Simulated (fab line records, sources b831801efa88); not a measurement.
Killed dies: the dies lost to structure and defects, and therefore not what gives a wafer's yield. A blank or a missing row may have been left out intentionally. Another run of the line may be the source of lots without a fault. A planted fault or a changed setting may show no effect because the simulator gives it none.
fab line records -- flow sky130
record lots=7, wafers=21, lastDay=50
route steps=708 shown METAL2@504 VIA2@507
lots that met no fault: taken from a fault-free run of the same line
startH: start of the lot's first displayed wafer, in hours after the record's first day -- waitH: hours from the lot's prior step to this one -- " unchanged from the row above -- L1.1+2: a single row standing in for several wafers -- - value missing, or start not given -- * or withheld: withheld -- < > ~ a bound
route shown NAME@n: NAME is a module with steps in the file, n the number in the route of the first one -- usual: the fault-free wafers' mean and standard deviation -- same: alike in all rows -- chamber/n: place in a boat -- sites: per-site readings -- _std_site: how widely they spread, as a standard deviation -- _edge_site: mean of outer sites minus mean of inner sites -- radiusMm: for every site, how far away it sits from the centre of the wafer -- mask NAME#n: copy n -- behind: the most recent tool/chamber to have shaped the wafer -- hold: the reason the lot was held/the length of the hold in hours/how it ended -- device: the transistor (n, p or np) that didn't switch -- end of line: the tests these same wafers got at the end of their route -- for a step that has no rows: nothing shown but its recipe -- killed: dies lost to structure and defects at the first sort, not the wafer's yield -- map: a wafer's dies, x killed, . not, _ none there
set.NAME: the setting the step ran with; set.NAME@STEP: the setting that earlier step ran with -- model.NAME: the simulator's own value behind a step, which no gauge read
certain route steps with their lots: each step a table, each wafer a row
services: the hour from which a tool's chamber was out of use, counted from the record's first day as startH (under 0 if before that day), plus the number of hours and why
## steps
# step SKY_METAL2_STRIP_21
# recipe chemistry=postEtchResidueRemover, timeS=1200, tempC=72.5
# step SKY_METAL2_CLEAN_22
# recipe chemistry=IPA, timeS=180, tempC=25
# step SKY_METAL2_CLEAN_23
# recipe chemistry=O3/DIW, dry=n2Spin
# step SKY_VIA2_HDPCVD_00
# recipe material=SiO2, targetThkNm=1180, sigmaOpenFrac=0.3, timeS=196.7, tempC=400, sih4FlowSccm=60, pressureMtorr=6
# step SKY_VIA2_THK_MEAS_01
# recipe reads=SiO2_of_VIA2_HDPCVD_00
# usual VIA2_HDPCVD_THK=1180/11
lot.wafer,tool,chamber,startH,waitH,VIA2_HDPCVD_THK[nm]
L600.1,filmMetro-02,-,828.38,0.1,1194
L600.2,filmMetro-02,-,828.38,0.1,1187
L600.4,filmMetro-02,-,828.38,0.1,1182
L610.1,filmMetro-04,-,913.61,0.1,1191
L610.4,filmMetro-04,-,913.61,0.1,1177
L610.5,filmMetro-04,-,913.61,0.1,1196
L612.2,filmMetro-01,-,932.25,0.1,1179
L612.5,filmMetro-01,-,932.25,0.1,1196
L612.6,filmMetro-01,-,932.25,0.1,1172
L616.3,filmMetro-01,-,957.69,0.1,1183
L616.4,filmMetro-01,-,957.69,0.1,1176
L616.6,filmMetro-01,-,957.69,0.1,1187
L617.2,filmMetro-04,-,959.98,0.1,1175
L617.3,filmMetro-04,-,959.98,0.1,1169
L617.4,filmMetro-04,-,959.98,0.1,1153
L618.1,filmMetro-02,-,962.57,0.1,1165
L618.3,filmMetro-02,-,962.57,0.1,1187
L618.6,filmMetro-02,-,962.57,0.1,1170
L620.2,filmMetro-02,-,968.85,0.1,1167
L620.3,filmMetro-02,-,968.85,0.1,1165
L620.4,filmMetro-02,-,968.85,0.1,1159
# step SKY_VIA2_CMP_02
# recipe material=SiO2, downForcePsi=4, platenRpm=60, padVelocityMS=0.94248
# usual motorCurrentA=12.6/1.3, slurryFlowMlMin=150.0/0.44
lot.wafer,tool,chamber,startH,waitH,motorCurrentA,slurryFlowMlMin
L600.1,cmp-01,0,828.47,0.1,10.0,149.7
L600.2,cmp-01,1,828.47,0.1,13.0,150.6
L600.4,cmp-01,2,828.47,0.1,13.4,150.3
L610.4,cmp-02,1,913.72,0.1,13.8,151.0
L610.1,cmp-02,3,913.72,0.1,13.4,149.9
L610.5,cmp-02,1,913.72,0.1,14.3,150.9
L612.2,cmp-02,3,932.35,0.1,13.2,149.7
L612.6,cmp-02,2,932.35,0.1,13.5,149.6
L612.5,cmp-02,3,932.35,0.1,12.9,150.1
L616.3,cmp-02,1,957.78,0.1,13.6,149.3
L616.4,cmp-02,3,957.78,0.1,13.7,150.2
L616.6,cmp-02,1,957.78,0.1,14.3,150.4
L617.3,cmp-02,2,960.03,0.0,13.7,150.7
L617.2,cmp-02,3,960.03,0.0,13.5,150.5
L617.4,cmp-02,0,960.03,0.0,12.1,150.4
L618.3,cmp-02,1,962.63,0.0,13.6,150.2
L618.1,cmp-02,2,962.63,0.0,13.5,150.2
L618.6,cmp-02,1,962.63,0.0,14.1,150.0
L620.3,cmp-01,2,968.90,0.0,14.0,150.9
L620.2,cmp-01,3,968.90,0.0,10.5,150.7
L620.4,cmp-01,0,968.90,0.0,9.8,149.5
# step SKY_VIA2_BOW_MEAS_03
# recipe mode=bow
# usual VIA2_BOW=86/6.8
lot.wafer,tool,chamber,startH,waitH,VIA2_BOW[um]
L600.1,filmMetro-02,-,828.77,0.2,89
L600.2,filmMetro-02,-,828.77,0.2,82
L600.4,filmMetro-02,-,828.77,0.2,81
L610.1,filmMetro-02,-,913.97,0.1,95
L610.4,filmMetro-02,-,913.97,0.1,81
L610.5,filmMetro-02,-,913.97,0.1,86
L612.2,filmMetro-02,-,932.62,0.2,88
L612.5,filmMetro-02,-,932.62,0.2,95
L612.6,filmMetro-02,-,932.62,0.2,80
L616.3,filmMetro-01,-,958.07,0.2,82
L616.4,filmMetro-01,-,958.07,0.2,95
L616.6,filmMetro-01,-,958.07,0.2,79
L617.2,filmMetro-02,-,960.35,0.2,85
L617.3,filmMetro-02,-,960.35,0.2,90
L617.4,filmMetro-02,-,960.35,0.2,94
L618.1,filmMetro-01,-,962.93,0.2,98
L618.3,filmMetro-01,-,962.93,0.2,94
L618.6,filmMetro-01,-,962.93,0.2,93
L620.2,filmMetro-02,-,969.22,0.2,85
L620.3,filmMetro-02,-,969.22,0.2,92
L620.4,filmMetro-02,-,969.22,0.2,79
# step SKY_VIA2_DEHYDRATE_04
# recipe tempC=200, timeS=60
# step SKY_VIA2_HMDS_05
# recipe primeTimeS=60, primeTempC=120
# step SKY_VIA2_COAT_06
# recipe resist=BARC, tempC=withheld, timeS=withheld, spinRpm=3000, resistThkNm=60
# step SKY_VIA2_COAT_07
# recipe resist=KrF-thick, spinRpm=3000, resistThkNm=450
# step SKY_VIA2_SOFTBAKE_08
# recipe tempC=100, timeS=90, resist=KrF-thick
# step SKY_VIA2_EXPOSE_09
# recipe maskId=VIM2, na=0.8, sourceShape=annular, sigmaInner=0.55, sigmaOuter=0.85, targetCdNm=200, doseMj=38
# usual exposureDoseMJCm2=38.00/0.042, reticleTempC=23.00/0.1
lot.wafer,tool,chamber,startH,waitH,mask,exposureDoseMJCm2,reticleTempC
L600.1,krfScanner-02,0,842.36,-,VIM2#0,38.01,23.12
L600.2,krfScanner-02,0,842.36,-,VIM2#0,37.99,23.14
L600.4,krfScanner-02,0,842.36,-,VIM2#0,38.07,23.11
L610.1,krfScanner-01,0,928.51,-,VIM2#0,37.97,22.99
L610.4,krfScanner-01,0,928.51,-,VIM2#0,38.00,22.97
L610.5,krfScanner-01,0,928.51,-,VIM2#0,38.02,23.01
L612.2,krfScanner-01,0,945.08,-,VIM2#0,38.03,23.04
L612.5,krfScanner-01,0,945.08,-,VIM2#0,38.00,22.94
L612.6,krfScanner-01,0,945.08,-,VIM2#0,38.07,23.09
L616.3,krfScanner-01,0,969.57,-,VIM2#0,42.56,23.13
L616.4,krfScanner-01,0,969.57,-,VIM2#0,42.64,23.22
L616.6,krfScanner-01,0,969.57,-,VIM2#0,42.56,22.98
L617.2,krfScanner-01,0,972.00,-,VIM2#0,42.62,22.77
L617.3,krfScanner-01,0,972.00,-,VIM2#0,42.62,22.97
L617.4,krfScanner-01,0,972.00,-,VIM2#0,42.65,22.80
L618.1,krfScanner-01,0,975.88,-,VIM2#0,42.65,23.00
L618.3,krfScanner-01,0,975.88,-,VIM2#0,42.64,22.93
L618.6,krfScanner-01,0,975.88,-,VIM2#0,42.65,23.01
L620.2,krfScanner-02,0,982.22,-,VIM2#0,37.95,23.06
L620.3,krfScanner-02,0,982.22,-,VIM2#0,37.91,23.11
L620.4,krfScanner-02,0,982.22,-,VIM2#0,37.93,23.15
# step SKY_VIA2_PEB_10
# recipe pebTempC=withheld, pebTimeS=withheld, resist=KrF-thick
# step SKY_VIA2_DEVELOP_11
# recipe developTimeS=60, resist=KrF-thick, devTempC=21
# step SKY_VIA2_CD_MEAS_12
# recipe targetCdNm=200
# usual cdNm=200.1/1.4
lot.wafer,tool,chamber,startH,waitH,cdNm
L600.1,cdSem-01,-,855.33,-,202.0
L600.2,cdSem-01,-,855.33,-,202.0
L600.4,cdSem-01,-,855.33,-,202.3
L610.1,cdSem-01,-,939.93,-,197.8
L610.4,cdSem-01,-,939.93,-,198.0
L610.5,cdSem-01,-,939.93,-,198.6
L612.2,cdSem-01,-,957.41,-,198.3
L612.5,cdSem-01,-,957.41,-,198.3
L612.6,cdSem-01,-,957.41,-,199.4
L616.3,cdSem-02,-,981.78,-,220.0
L616.4,cdSem-02,-,981.78,-,219.4
L616.6,cdSem-02,-,981.78,-,219.6
L617.2,cdSem-02,-,984.10,-,221.5
L617.3,cdSem-02,-,984.10,-,221.1
L617.4,cdSem-02,-,984.10,-,220.3
L618.1,cdSem-01,-,987.43,-,220.4
L618.3,cdSem-01,-,987.43,-,220.4
L618.6,cdSem-01,-,987.43,-,222.1
L620.2,cdSem-02,-,992.25,-,198.3
L620.3,cdSem-02,-,992.25,-,201.5
L620.4,cdSem-02,-,992.25,-,198.0
# step SKY_VIA2_OVL_MEAS_13
# usual VIA2_OVL=-1/6
lot.wafer,tool,chamber,startH,waitH,VIA2_OVL[nm]
L600.1,overlay-01,-,855.45,0.1,2
L600.2,overlay-01,-,855.45,0.1,-6
L600.4,overlay-01,-,855.45,0.1,-7
L610.1,overlay-02,-,940.05,0.1,-6
L610.4,overlay-02,-,940.05,0.1,-4
L610.5,overlay-02,-,940.05,0.1,-1
L612.2,overlay-01,-,957.51,0.1,0
L612.5,overlay-01,-,957.51,0.1,-1
L612.6,overlay-01,-,957.51,0.1,-4
L616.3,overlay-02,-,981.87,0.1,-7
L616.4,overlay-02,-,981.87,0.1,-5
L616.6,overlay-02,-,981.87,0.1,-7
L617.2,overlay-01,-,984.21,0.1,-6
L617.3,overlay-01,-,984.21,0.1,-11
L617.4,overlay-01,-,984.21,0.1,-8
L618.1,overlay-01,-,987.55,0.1,1
L618.3,overlay-01,-,987.55,0.1,-1
L618.6,overlay-01,-,987.55,0.1,-4
L620.2,overlay-01,-,992.35,0.1,5
L620.3,overlay-01,-,992.35,0.1,4
L620.4,overlay-01,-,992.35,0.1,7
# step SKY_VIA2_ETCH_14
# recipe chemistry=N2/H2, target=BARC, ionEnergyEv=200, sourceW=500, biasW=100, pressureMtorr=30, n2FlowSccm=100, h2FlowSccm=200, stopOn=SiO2, timeS=45.9, targetDepthA=600
# usual drypumpMotorCurrentA=5.7/0.56, oesProductAu=0.854/0.0045, throttleValvePct=13.224/0.0096
lot.wafer,tool,chamber,startH,waitH,drypumpMotorCurrentA,oesProductAu,rfHoursCounterH,throttleValvePct,model.VIA2.cdNm
L600.1,rieDiel-04,1,855.49,0.0,6.3,0.845,3,13.222,201.6
L600.2,rieDiel-04,3,855.49,0.0,5.2,0.861,18,13.217,202
L600.4,rieDiel-04,2,855.49,0.0,5.0,0.855,11,13.247,202
L610.1,rieDiel-01,2,940.09,0.0,5.7,0.845,8,13.221,198.4
L610.4,rieDiel-01,1,940.09,0.0,5.6,0.852,7,13.243,198.9
L610.5,rieDiel-01,1,940.09,0.0,5.6,0.855,-,13.229,198.8
L612.2,rieDiel-01,1,957.54,0.0,5.6,0.847,7,13.224,198.4
L612.5,rieDiel-01,1,957.54,0.0,5.6,0.852,-,13.224,198.3
L612.6,rieDiel-01,2,957.54,0.0,5.6,0.846,-,13.213,199.5
L616.3,rieDiel-02,1,981.89,0.0,5.6,0.850,13,13.217,221.2
L616.4,rieDiel-02,2,981.89,0.0,5.5,0.859,23,13.225,220.2
L616.6,rieDiel-02,0,981.89,0.0,6.3,0.852,-,13.220,219.7
L617.2,rieDiel-01,0,984.24,0.0,5.0,0.860,15,13.228,219.2
L617.3,rieDiel-01,3,984.24,0.0,6.0,0.849,11,13.230,220.9
L617.4,rieDiel-01,1,984.24,0.0,5.6,0.848,8,13.218,220.2
L618.1,rieDiel-02,1,987.59,0.0,5.6,0.858,13,13.219,221.2
L618.3,rieDiel-02,3,987.59,0.0,6.8,0.852,17,13.218,219.6
L618.6,rieDiel-02,3,987.59,0.0,6.8,0.854,-,13.229,221.3
L620.2,rieDiel-02,0,992.38,0.0,6.3,0.857,19,13.223,197.3
L620.3,rieDiel-02,1,992.38,0.0,5.5,0.851,14,13.210,201.6
L620.4,rieDiel-02,3,992.38,0.0,6.8,0.847,-,13.233,197.2
# step SKY_VIA2_ETCH_15
# recipe target=SiO2, chemistry=C4F8/O2/Ar, targetDepthNm=546, stopOn=TiN, maskMaterial=KrF-thick, sourceW=1500, biasW=1200, pressureMtorr=40, c4f8FlowSccm=withheld, O2_flow_sccm=6, Ar_flow_sccm=300, timeS=84
# usual oesProductAu=0.940/0.0047
lot.wafer,tool,chamber,startH,waitH,oesProductAu,rfHoursCounterH,model.VIA2.cdNm
L600.1,rieDiel-04,1,855.53,0.0,0.941,3,201
L600.2,rieDiel-04,3,855.53,0.0,0.935,18,198.9
L600.4,rieDiel-04,2,855.53,0.0,0.943,11,202.4
L610.1,rieDiel-01,2,940.13,0.0,0.935,8,200.1
L610.4,rieDiel-01,1,940.13,0.0,0.941,7,201.4
L610.5,rieDiel-01,1,940.13,0.0,0.938,-,198.5
L612.2,rieDiel-01,1,957.58,0.0,0.942,7,202.4
L612.5,rieDiel-01,1,957.58,0.0,0.938,-,202.4
L612.6,rieDiel-01,2,957.58,0.0,0.938,-,201.6
L616.3,rieDiel-02,1,981.93,0.0,0.949,13,222.7
L616.4,rieDiel-02,2,981.93,0.0,0.938,23,223.9
L616.6,rieDiel-02,0,981.93,0.0,0.935,-,224.4
L617.2,rieDiel-01,0,984.28,0.0,0.924,15,217.5
L617.3,rieDiel-01,3,984.28,0.0,0.930,11,218.6
L617.4,rieDiel-01,1,984.28,0.0,0.941,8,224.1
L618.1,rieDiel-02,1,987.63,0.0,0.943,13,223.3
L618.3,rieDiel-02,3,987.63,0.0,0.933,17,221.7
L618.6,rieDiel-02,3,987.63,0.0,0.944,-,223.9
L620.2,rieDiel-02,0,992.42,0.0,0.941,19,196.7
L620.3,rieDiel-02,1,992.42,0.0,0.936,14,202
L620.4,rieDiel-02,3,992.42,0.0,0.933,-,194.2
# step SKY_VIA2_STRIP_16
# recipe chemistry=O2/N2, powerW=1400, pressureMtorr=1500, platenTempC=withheld, o2FlowSccm=3000, n2FlowSccm=300, overashFraction=0.5
# usual drypumpMotorCurrentA=5.7/0.31, oesProductAu=0.398/0.0047, stripTimeToEndpointS=4.041/0.029
lot.wafer,tool,chamber,startH,waitH,drypumpMotorCurrentA,oesProductAu,rfHoursCounterH,stripTimeToEndpointS
L600.1,plasmaAsher-04,0,855.60,0.0,5.7,0.400,74,4.041
L600.2,plasmaAsher-04,1,855.60,0.0,5.3,0.406,74,4.038
L600.4,plasmaAsher-04,1,855.60,0.0,5.3,0.395,-,4.035
L610.1,plasmaAsher-04,1,940.19,0.0,5.3,0.400,84,4.056
L610.4,plasmaAsher-04,0,940.19,0.0,5.7,0.407,-,4.079
L610.5,plasmaAsher-04,0,940.19,0.0,5.7,0.398,-,4.035
L612.2,plasmaAsher-01,1,957.65,0.0,5.8,0.399,113,4.058
L612.5,plasmaAsher-01,1,957.65,0.0,5.8,0.402,-,4.068
L612.6,plasmaAsher-01,0,957.65,0.0,6.3,0.403,-,4.067
L616.3,plasmaAsher-01,0,982.03,0.1,6.3,0.395,-,4.004
L616.4,plasmaAsher-01,1,982.03,0.1,5.8,0.402,-,4.027
L616.6,plasmaAsher-01,0,982.03,0.1,6.3,0.395,-,4.047
L617.2,plasmaAsher-04,0,984.35,0.0,5.7,0.404,88,3.999
L617.3,plasmaAsher-04,1,984.35,0.0,5.3,0.391,-,4.087
L617.4,plasmaAsher-04,0,984.35,0.0,5.7,0.395,-,4.046
L618.1,plasmaAsher-04,0,987.69,0.0,5.7,0.406,88,4.051
L618.3,plasmaAsher-04,1,987.69,0.0,5.3,0.400,-,4.052
L618.6,plasmaAsher-04,0,987.69,0.0,5.7,0.395,-,4.060
L620.2,plasmaAsher-02,0,992.49,0.0,5.9,0.391,22,4.043
L620.3,plasmaAsher-02,1,992.49,0.0,5.7,0.397,-,4.006
L620.4,plasmaAsher-02,0,992.49,0.0,5.9,0.401,-,3.979
## services
tool,chamber,startH,hours,kind
rieDiel-01,0,805.04,28.1,repair
krfScanner-02,-,810.87,1.0,pm
rieDiel-04,-,814.80,0.6,repair
rieDiel-02,0,816.98,3.0,repair
cmp-01,-,831.57,1.0,repair
krfScanner-02,-,834.23,4.4,pm
krfScanner-01,-,843.75,1.0,pm
krfScanner-02,-,846.73,1.9,repair
rieDiel-01,-,858.90,0.3,repair
krfScanner-01,-,861.71,4.0,pm
rieDiel-01,2,869.51,2.4,repair
krfScanner-02,-,885.80,0.6,repair
cmp-01,-,898.91,0.6,repair
cmp-01,-,899.61,5.9,pm
rieDiel-01,-,912.30,15.6,pm
rieDiel-02,-,926.02,0.2,repair
rieDiel-01,1,931.66,3.2,repair
krfScanner-01,-,943.02,0.5,repair
plasmaAsher-04,-,955.20,2.1,repair
krfScanner-01,-,958.58,0.8,pm
rieDiel-02,-,969.67,2.8,pm
krfScanner-01,-,972.55,1.3,pm
rieDiel-02,2,991.44,12.5,repair
rieDiel-01,-,992.18,2.8,pm
## key
firstSign step=SKY_VIA2_EXPOSE_09, reading=exposureDoseMJCm2, direction=up, sigmas=99+, usual=*, struck=*
effect step=SKY_VIA2_CD_MEAS_12, reading=cdNm, direction=up, sigmas=15, usual=200.1, struck=220.5
modelEffect step=SKY_VIA2_ETCH_14, value=VIA2.cdNm, without=199.7, struck=220.4
modelEffect step=SKY_VIA2_ETCH_15, value=VIA2.cdNm, without=201.6, struck=222.2
metAt SKY_VIA2_EXPOSE_09
struckWafers L616.3,L616.4,L616.6,L617.2,L617.3,L617.4,L618.1,L618.3,L618.6
rowsEnd L616.3,L616.4,L616.6,L617.2,L617.3,L617.4,L618.1,L618.3,L618.6
onsetBetween 945.08 969.57
earlierFault kind=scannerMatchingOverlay, tool=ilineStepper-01, chamber=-, onsetH=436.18, steps=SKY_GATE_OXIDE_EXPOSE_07, offset=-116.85
fault kind=processParameterDrift, tool=krfScanner-01, chamber=-, onsetH=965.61, steps=SKY_VIA2_EXPOSE_09, channel=doseMj, offset=4.6346, shape=step, actsIn=theseRecipesOnly, stated=38
# rowsEnd: these wafers met a further fault down the route, and their rows from its step on are left out
